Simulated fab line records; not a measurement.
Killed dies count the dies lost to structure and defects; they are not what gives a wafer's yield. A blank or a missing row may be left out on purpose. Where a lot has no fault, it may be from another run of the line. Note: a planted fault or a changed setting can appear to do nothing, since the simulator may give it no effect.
The same fault as seen by 2 desks    flow sky130    each desk has only its own numbers; what lay behind them comes last

AT THE TOOL OWNER'S DESK: rie metal-01
The tool's own readings at SKY_CAP2M_METAL_ETCH_13 (etches TiN in Cl2/BCl3, stops on SiO2, target depth 220 nm, time 62.9 s): means of the sampled wafers that have a number, for each lot that ran on this tool. If a lot's mean is further than 4 standard deviations from the usual mean, the lot is out of limits and carries the mark OUT (the distance appears in the brackets).
Columns: A = bias w at SKY_CAP2M_METAL_ETCH_13, usual 48.51 W; B = drypump motor current A at SKY_CAP2M_METAL_ETCH_13, usual 5.4 A; C = oes product au at SKY_CAP2M_METAL_ETCH_13, usual 0.926 a.u.; D = throttle valve pct at SKY_CAP2M_METAL_ETCH_13, usual 21.911 %
lot   first seen here  A                B    C      D
L714  day 42 01:23     48.47            5.6  0.920  21.914
L715  day 42 06:49     48.57            5.4  0.937  21.900
L722  day 44 03:54     48.51            5.7  0.930  21.909
L723  day 44 08:48     53.59 (+34) OUT  5.6  0.918  21.914
L724  day 44 14:23     53.17 (+31) OUT  5.6  0.920  21.906
This desk's verdict: out of limits on L723, L724, starting with L723 at day 44 08:48 (bias w at SKY_CAP2M_METAL_ETCH_13). L714, L715, L722 stayed within limits.

AT THE METROLOGY DESK
What the gauges read, lot by lot, whatever tool the lot ran on: means of the sampled wafers that have a number. If a lot's mean is further than 4 standard deviations from the usual mean, the lot is out of limits and carries the mark OUT (the distance appears in the brackets).
Columns: A = VIA3_BOW at SKY_VIA3_BOW_MEAS_03, usual 80 um
lot   first seen here  A
L712  day 39 12:23     68
L711  day 39 14:53     76
L714  day 39 22:43     78
L715  day 40 04:00     78
L717  day 40 17:04     75
L719  day 41 09:09     81
L722  day 42 04:23     79
L723  day 42 09:17     83
L724  day 42 14:18     87
L727  day 43 08:58     75
L731  day 44 15:12     74
L732  day 44 17:34     79
Finding of this desk: none of the 12 lots has anything out of limits.

PUT TOGETHER
The tool owner's desk had the chance to raise an alarm at day 44 08:48 on L723, L724.
From the metrology desk's view, nothing was out of limits.
The metrology desk holds a record of L723, L724, inside its limits.
On rie metal-01, each named lot ran SKY_CAP2M_METAL_ETCH_13.

WHAT THE SIMULATOR HAD INSERTED
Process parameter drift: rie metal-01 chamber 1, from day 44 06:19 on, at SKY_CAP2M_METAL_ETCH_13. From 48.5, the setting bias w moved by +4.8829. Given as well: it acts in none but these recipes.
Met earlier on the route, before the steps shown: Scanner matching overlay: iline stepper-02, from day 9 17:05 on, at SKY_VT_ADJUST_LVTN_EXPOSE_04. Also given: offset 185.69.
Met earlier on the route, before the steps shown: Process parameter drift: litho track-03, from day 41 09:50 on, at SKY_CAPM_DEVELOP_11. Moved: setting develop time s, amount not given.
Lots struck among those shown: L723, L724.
Each desk's first reading out of limits, in hours after the fault started: the tool owner's desk, 2.
